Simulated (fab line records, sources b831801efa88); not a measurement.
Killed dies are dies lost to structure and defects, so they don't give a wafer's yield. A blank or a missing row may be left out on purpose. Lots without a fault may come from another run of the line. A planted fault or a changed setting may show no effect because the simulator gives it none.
One fault seen from 2 desks | flow gf180mcu | each desk has only its own numbers; what lay behind them comes last

THE TOOL OWNER'S DESK: pvd_sputter-02
The tool's own readings at GF_TOP_METAL_SPUTTER_00 (material Ti, target thk 37.5 nm, time 150 s): means of the sampled wafers that have a number, for each lot that ran on this tool. A lot is out of limits, marked OUT, if its mean lies more than 4 standard deviations from the usual mean; the brackets give that distance.
Columns: A = chamber_pressure_pa at GF_TOP_METAL_SPUTTER_00, usual 2.000 Pa; B = throttle_valve_pct at GF_TOP_METAL_SPUTTER_00, usual 29.8 %
lot  | first seen here | A               | B
L454 | day 30 00:46    | 2.000           | 30.4
L455 | day 30 08:16    | 1.620 (-97) OUT | 33.1
L456 | day 30 18:37    | 1.620 (-97) OUT | 32.7
L467 | day 33 09:19    | 1.996           | 30.5
This desk's finding: out of limits on L455, L456; first on L455, day 30 08:16 (chamber_pressure_pa at GF_TOP_METAL_SPUTTER_00). In limits: L454, L467.

THE METROLOGY DESK
What the gauges read, lot by lot, whatever tool the lot ran on: means of the sampled wafers that have a number. A lot is out of limits, marked OUT, if its mean lies more than 4 standard deviations from the usual mean; the brackets give that distance.
Columns: A = V5_OVL at GF_V5_OVL_MEAS_15, usual -6 nm; B = V5_W_RS at GF_V5_RS_MEAS_24, usual 0.3267 ohm/sq; C = V5_W_THK at GF_V5_THK_MEAS_25, usual 344 nm
lot  | first seen here | A   | B      | C
L452 | day 29 08:49    | 4   | 0.3253 | 350
L454 | day 29 23:15    | -3  | 0.3211 | 350
L455 | day 30 06:52    | -7  | 0.3251 | 343
L456 | day 30 17:10    | -15 | 0.3295 | 344
L464 | day 32 15:21    | 0   | 0.3235 | 346
L467 | day 33 07:54    | -1  | 0.3267 | 343
This desk's finding: nothing out of limits on any of the 6 lots.

PUT TOGETHER
The tool owner's desk could have raised an alarm at day 30 08:16, on L455, L456.
The metrology desk saw nothing out of limits.
The metrology desk has L455, L456 on record, within its limits.
Of the lots named, all ran GF_TOP_METAL_SPUTTER_00 on pvd_sputter-02.

WHAT THE SIMULATOR HAD PUT IN
Process parameter drift: pvd_sputter-02, from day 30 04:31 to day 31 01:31, at GF_TOP_METAL_SPUTTER_00. Setting chamber_pressure_pa, moved by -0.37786, from 2. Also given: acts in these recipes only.
Lots struck among those shown: L455, L456.
Hours from the fault's start to each desk's first reading out of limits: the tool owner's desk, 4.
